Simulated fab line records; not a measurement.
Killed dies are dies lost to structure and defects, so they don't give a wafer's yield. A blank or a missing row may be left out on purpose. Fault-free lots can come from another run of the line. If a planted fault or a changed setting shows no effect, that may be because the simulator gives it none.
The same fault as seen by 2 desks ; flow sky130 ; only its own numbers are on each desk; what lay behind them is given at the end

== AT THE TOOL OWNER'S DESK: furnace-01 ==
The tool's own readings at SKY_GATE_OXIDE_OXIDATION_01 (stabilise 600 s, purge 300 s, target thk 10.268 nm): means of the sampled wafers that have a number, for each lot that ran on this tool. A lot is out of limits, marked OUT, if its mean lies more than 4 standard deviations from the usual mean; the brackets give that distance.
Columns: A = ox-temp-c-max at SKY_GATE_OXIDE_OXIDATION_01, usual 904.3; B = zone-power-upper-pct at SKY_GATE_OXIDE_OXIDATION_01, usual 19.8 %
lot;first seen here;A;B
L156;day 13 01:34;904.0;20.4
L166;day 16 13:16;904.1;20.4
L167;day 16 18:10;903.7;20.3
L173;day 20 02:53;903.8;20.2
L176;day 20 04:17;903.5;20.2
L175;day 20 11:19;903.4;20.1
L177;day 20 17:31;904.0;20.3
L178;day 20 23:38;903.9;20.3
This desk found nothing out of limits on any of the 8 lots.

== FROM THE METROLOGY DESK ==
What the gauges read for every lot (on any tool): the sampled wafers with a number, averaged. A lot is out of limits, marked OUT, if its mean lies more than 4 standard deviations from the usual mean; the brackets give that distance.
Columns: A = GATE_OXIDE_OXIDATION_00_THK at SKY_GATE_OXIDE_THK_MEAS_02, usual 10.18 nm; B = POLY_GATE_CVD_00_THK at SKY_POLY_GATE_THK_MEAS_01, usual 179.3 nm; C = POLY_GATE_OXIDATION_THK at SKY_POLY_GATE_THK_MEAS_21, usual 3.96 nm
lot;first seen here;A;B;C
L155;day 12 19:26;10.25;177.5;4.04
L156;day 13 02:58;10.17;177.7;3.88
L158;day 13 18:12;10.18;177.6;3.83
L164;day 15 19:56;10.31;179.0;4.04
L166;day 16 14:41;11.71 (+7.0) OUT;180.0;3.94
L167;day 16 19:34;11.32 (+5.2) OUT;180.2;4.02
L172;day 19 15:01;10.21;182.0;4.08
L173;day 20 04:17;10.03;180.8;3.95
L176;day 20 05:43;10.21;180.7;3.97
L175;day 20 12:44;10.38;178.6;3.98
L177;day 20 18:56;9.98;180.3;3.99
L178;day 21 01:04;10.25;180.2;3.93
This desk finds L166, L167 out of limits, with the earliest case on L166 at day 16 14:41 (GATE_OXIDE_OXIDATION_00_THK at SKY_GATE_OXIDE_THK_MEAS_02). In limits: L155, L156, L158, L164, L172, L173, L176, L175, L177, L178.

== PUT TOGETHER ==
On L166, L167, the metrology desk was in a position to raise an alarm at day 16 14:41.
Nothing out of limits was seen by the tool owner's desk.
The tool owner's desk has L166, L167 on record, within its limits.
Of the lots named, all ran SKY_GATE_OXIDE_OXIDATION_01 on furnace-01.

== WHAT THE SIMULATOR HAD PUT IN ==
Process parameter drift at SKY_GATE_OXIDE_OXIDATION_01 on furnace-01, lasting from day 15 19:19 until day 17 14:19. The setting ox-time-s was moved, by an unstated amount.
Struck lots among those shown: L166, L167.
Delay in hours, fault start to first out-of-limits reading, per desk: metrology desk 19.
